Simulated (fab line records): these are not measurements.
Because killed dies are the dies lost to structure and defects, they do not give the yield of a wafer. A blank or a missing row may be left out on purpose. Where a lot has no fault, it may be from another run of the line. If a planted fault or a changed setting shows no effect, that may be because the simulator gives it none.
2 desks, one fault + flow sky130 + numbers are kept per desk, each desk with only its own; the story behind them comes last

FOR THE TOOL OWNER'S DESK: plasma_asher-02
The tool's own readings at SKY_VIA3_STRIP_16 (strips in O2/N2): means of the sampled wafers that have a number, for each lot that ran on this tool. The brackets show how far a lot's mean lies from the usual mean; more than 4 standard deviations puts the lot out of limits, marked OUT.
Columns: A = drypump_motor_current_A at SKY_VIA3_STRIP_16, usual 5.6 A; B = oes_product_au at SKY_VIA3_STRIP_16, usual 0.402 a.u.; C = strip_time_to_endpoint_s at SKY_VIA3_STRIP_16, usual 4.13 s
| lot  | first seen here | A   | B     | C    |
|------|-----------------|-----|-------|------|
| L560 | day 39 20:06    | 5.9 | 0.402 | 4.13 |
| L563 | day 41 09:28    | 5.8 | 0.397 | 4.11 |
| L565 | day 41 20:15    | 5.8 | 0.408 | 4.18 |
| L570 | day 43 01:01    | 5.9 | 0.403 | 4.11 |
| L573 | day 43 23:12    | 5.9 | 0.403 | 4.14 |
| L579 | day 45 03:58    | 5.9 | 0.405 | 4.15 |
| L580 | day 45 10:30    | 5.8 | 0.400 | 4.15 |
This desk's finding: nothing out of limits on any of the 7 lots.

FROM THE METROLOGY DESK
Means of the sampled wafers that have a number, per lot and without regard to the tool the lot ran on: this is what the gauges read. The brackets show how far a lot's mean lies from the usual mean; more than 4 standard deviations puts the lot out of limits, marked OUT.
Columns: A = VIA4_W_THK at SKY_VIA4_THK_MEAS_20, usual 499 nm
| lot  | first seen here | A   |
|------|-----------------|-----|
| L560 | day 42 23:57    | 498 |
| L563 | day 44 11:31    | 498 |
| L565 | day 44 21:08    | 492 |
| L564 | day 44 22:54    | 496 |
| L566 | day 45 00:48    | 500 |
| L567 | day 45 07:43    | 495 |
| L568 | day 45 08:11    | 492 |
| L570 | day 46 00:04    | 493 |
| L573 | day 46 20:31    | 502 |
| L579 | day 47 21:15    | 499 |
| L580 | day 48 05:25    | 494 |
This desk's finding: nothing out of limits on any of the 11 lots.

BROUGHT TOGETHER
The tool owner's desk saw nothing out of limits.
Nothing out of limits was seen by the metrology desk.

WHAT THE SIMULATOR HAD INSERTED
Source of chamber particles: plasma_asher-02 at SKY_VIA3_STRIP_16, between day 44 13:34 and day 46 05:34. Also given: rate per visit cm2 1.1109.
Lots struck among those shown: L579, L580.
